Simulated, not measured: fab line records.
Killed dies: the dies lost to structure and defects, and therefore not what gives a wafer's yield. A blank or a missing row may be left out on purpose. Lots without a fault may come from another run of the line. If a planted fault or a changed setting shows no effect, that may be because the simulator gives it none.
Chamber matching | flow gf180mcu | GF_STI_CMP_25 on cmp-01 has 4 sister chambers
The step polishes, stops on Si3N4, t overpolish 33 s, target thk 524.6 nm. 6 wafers are shown with their chamber, then 6 later ones without.

## EACH WAFER AND ITS CHAMBER
wafer  | chamber | motorCurrentA (A) | timeToEndpointS (s)
L483.2 | 3       | 12.7              | 126
L485.5 | 0       | 11.5              | 113
L487.4 | 2       | 12.7              | 119
L487.6 | 1       | 11.9              | 117
L488.2 | 1       | 12.3              | 121
L488.3 | 0       | 12.5              | 123

## WAFERS WITH NO CHAMBER GIVEN
wafer  | motorCurrentA (A) | timeToEndpointS (s)
L488.4 | 12.5              | 125
L491.1 | 12.7              | 129
L491.2 | 11.3              | 125
L491.3 | 13.0              | 120
L494.2 | 12.2              | 124
L494.3 | 12.9              | 119

## EACH ONE'S CHAMBER
wafer  | from the rows above               | in truth
L488.4 | can't be placed: 3 or 2 or 1 or 0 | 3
L491.1 | can't be placed: 3 or 2 or 1 or 0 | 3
L491.2 | can't be placed: 0 or 1 or 3 or 2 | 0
L491.3 | can't be placed: 2 or 3 or 1 or 0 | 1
L494.2 | can't be placed: 1 or 3 or 0 or 2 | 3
L494.3 | can't be placed: 2 or 3 or 1 or 0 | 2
Correctly placed: 0 of 6. Cannot be placed on the basis of these rows: 6; the candidates contain the true chamber in 6. Placed wrongly: 0.
How it was worked out, from the rows above alone: a wafer's distance from a chamber is the root of the sum, over the readings, of the square of ((its reading less the chamber's mean) divided by the reading's scatter). The wafer belongs to the nearest chamber; if the next one is less than 2 further off, it can't be placed. For every chamber, the mean is computed from those of its wafers that are shown. The scatter: the root of (the sum of the squares of (reading less its chamber's mean) over the shown wafers, divided by (wafers less chambers)).
